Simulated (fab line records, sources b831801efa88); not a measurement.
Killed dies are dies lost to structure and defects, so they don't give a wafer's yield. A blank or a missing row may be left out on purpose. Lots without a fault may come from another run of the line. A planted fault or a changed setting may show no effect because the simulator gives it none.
A struck lot beside a sound one | flow gf180mcu | 44 steps out of a route of 602
Sound: wafers L690.1, L690.2, L690.4. Struck: wafers L699.1, L699.5, L699.6. The cause comes at the end.
At each step with rows: each side's tool, then ch and its chambers, then its first start. Under that, the readings that differ: sound wafers | struck wafers | difference of the means | sigmas: that difference in standard deviations of wafers without a fault.
alike: readings whose means differ by less than 2 such deviations, and words and numbers that are the same on both sides. not compared: withheld readings, readings that some wafer has no value for, bounds like >300 that may hide the same value, and numbers for which the record gives no deviation and whose values overlap.
The two part at a step that has a row with sigmas, a row that says differs or no value, or rows on one side only. Numbers that don't overlap but have no deviation are shown without sigmas and don't part them. A reading that every wafer of one side lacks parts them only if that side has two wafers or more.

first, 2 steps without rows for these wafers: GF_NWELL_IMPLANT_08; GF_NWELL_IMPLANT_09.
GF_NWELL_STRIP_10: strips in O2/N2.
  sound on plasma_asher-02 ch 0,1, day 5 08:32; struck on plasma_asher-04 ch 0,1, day 7 11:49
  alike: drypump_motor_current_A, heater_power_w, oes_product_au, strip_time_to_endpoint_s
  not compared: rf_hours_counter_h
GF_NWELL_TW_MEAS_11:
  sound on film_metro-01, day 5 08:38; struck on film_metro-04, day 7 11:55
  alike: NWELL_TW
then, 7 steps without rows for these wafers: GF_LVPWELL_DEHYDRATE_00 (time 60 s); GF_LVPWELL_HMDS_01 (prime time 60 s); GF_LVPWELL_COAT_02 (resist thk 3000 nm); GF_LVPWELL_SOFTBAKE_03; GF_LVPWELL_EXPOSE_04 (exposes mask LVPWELL, target cd 600 nm); GF_LVPWELL_PEB_05; GF_LVPWELL_DEVELOP_06 (develop time 60 s).
GF_LVPWELL_OVL_MEAS_07:
  sound on overlay-01, day 5 22:53; struck on overlay-01, day 8 03:32
  alike: LVPWELL_OVL
GF_LVPWELL_IMPLANT_08:
  sound on implanter-02 ch 0, day 5 22:55; struck on implanter-04 ch 0, day 8 03:34
  reading       | sound                        | struck                          | difference  | sigmas
  dose_ions_cm2 | 1.5e+13 1.499e+13 1.4992e+13 | 1.5645e+13 1.566e+13 1.5652e+13 | +6.5833e+11 | +39
then, 1 step without rows for these wafers: GF_LVPWELL_IMPLANT_09.
GF_LVPWELL_STRIP_10: strips in O2/N2.
  sound on plasma_asher-04 ch 0,1, day 5 23:13; struck on plasma_asher-01 ch 0,1, day 8 03:52
  reading                      | sound             | struck            | difference | sigmas
  heater_power_w (W)           | 284 316 294       | 366 374 383       | +76        | +2
  strip_time_to_endpoint_s (s) | 36.82 36.86 36.91 | 37.09 37.13 37.11 | +0.25      | +2
  alike: drypump_motor_current_A, oes_product_au
  not compared: rf_hours_counter_h
GF_LVPWELL_TW_MEAS_11:
  sound on film_metro-02, day 5 23:19; struck on film_metro-01, day 8 03:58
  alike: LVPWELL_TW
then, 7 steps without rows for these wafers: GF_MVSD_DEHYDRATE_00 (time 60 s); GF_MVSD_HMDS_01 (prime time 60 s); GF_MVSD_COAT_02 (resist thk 3000 nm); GF_MVSD_SOFTBAKE_03; GF_MVSD_EXPOSE_04 (exposes mask MVSD, target cd 1000 nm); GF_MVSD_PEB_05; GF_MVSD_DEVELOP_06 (develop time 60 s).
GF_MVSD_OVL_MEAS_07:
  sound on overlay-01, day 6 13:46; struck on overlay-02, day 8 20:40
  reading       | sound       | struck         | difference | sigmas
  MVSD_OVL (nm) | 2.5 1.4 3.0 | -1.8 -0.1 -1.3 | -3.4       | -2
then, 2 steps without rows for these wafers: GF_MVSD_IMPLANT_08; GF_MVSD_IMPLANT_09.
GF_MVSD_STRIP_10: strips in O2/N2.
  sound on plasma_asher-03 ch 0,1, day 6 14:07; struck on plasma_asher-03 ch 0,1, day 8 21:00
  alike: drypump_motor_current_A, heater_power_w, oes_product_au, strip_time_to_endpoint_s
  not compared: rf_hours_counter_h
GF_MVSD_TW_MEAS_11:
  sound on film_metro-01, day 6 14:13; struck on film_metro-04, day 8 21:06
  alike: MVSD_TW
then, 7 steps without rows for these wafers: GF_MVPSD_DEHYDRATE_00 (time 60 s); GF_MVPSD_HMDS_01 (prime time 60 s); GF_MVPSD_COAT_02 (resist thk 3000 nm); GF_MVPSD_SOFTBAKE_03; GF_MVPSD_EXPOSE_04 (exposes mask MVPSD, target cd 1000 nm); GF_MVPSD_PEB_05; GF_MVPSD_DEVELOP_06 (develop time 60 s).
GF_MVPSD_OVL_MEAS_07:
  sound on overlay-01, day 7 05:00; struck on overlay-01, day 9 14:06
  alike: MVPSD_OVL
then, 2 steps without rows for these wafers: GF_MVPSD_IMPLANT_08; GF_MVPSD_IMPLANT_09.
GF_MVPSD_STRIP_10: strips in O2/N2.
  sound on plasma_asher-04 ch 0,1, day 7 05:20; struck on plasma_asher-03 ch 0,1, day 9 14:26
  alike: drypump_motor_current_A, heater_power_w, oes_product_au, strip_time_to_endpoint_s
  not compared: rf_hours_counter_h
GF_MVPSD_TW_MEAS_11:
  sound on film_metro-01, day 7 05:26; struck on film_metro-04, day 9 14:32
  reading  | sound       | struck      | difference | sigmas
  MVPSD_TW | 551 551 551 | 556 559 557 | +6         | +2
then, 2 steps without rows for these wafers: GF_VT_IMPLANT_DEHYDRATE_00 (time 60 s); GF_VT_IMPLANT_HMDS_01 (prime time 60 s).
-- the record jumps here: 3 days lie between the struck wafers' starts before and after --
GF_VT_IMPLANT_RS_MEAS_48: measures by four-point-probe.
  sound on film_metro-04, day 10 01:36; struck on film_metro-04, day 12 16:14
  reading             | sound          | struck         | difference | sigmas
  LVPWELL_RS (ohm/sq) | 1199 1200 1199 | 1173 1170 1170 | -28        | -9
then, 1 step without rows for these wafers: GF_PASSIVATION_PROBE_99.

WHERE THEY PART
First at GF_LVPWELL_IMPLANT_08; last, within this record, at GF_VT_IMPLANT_RS_MEAS_48.

WHY: what the simulator had put in
Process parameter drift: implanter-04, from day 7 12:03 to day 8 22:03, at GF_LVPWELL_IMPLANT_08. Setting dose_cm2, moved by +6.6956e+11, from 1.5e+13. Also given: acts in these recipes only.
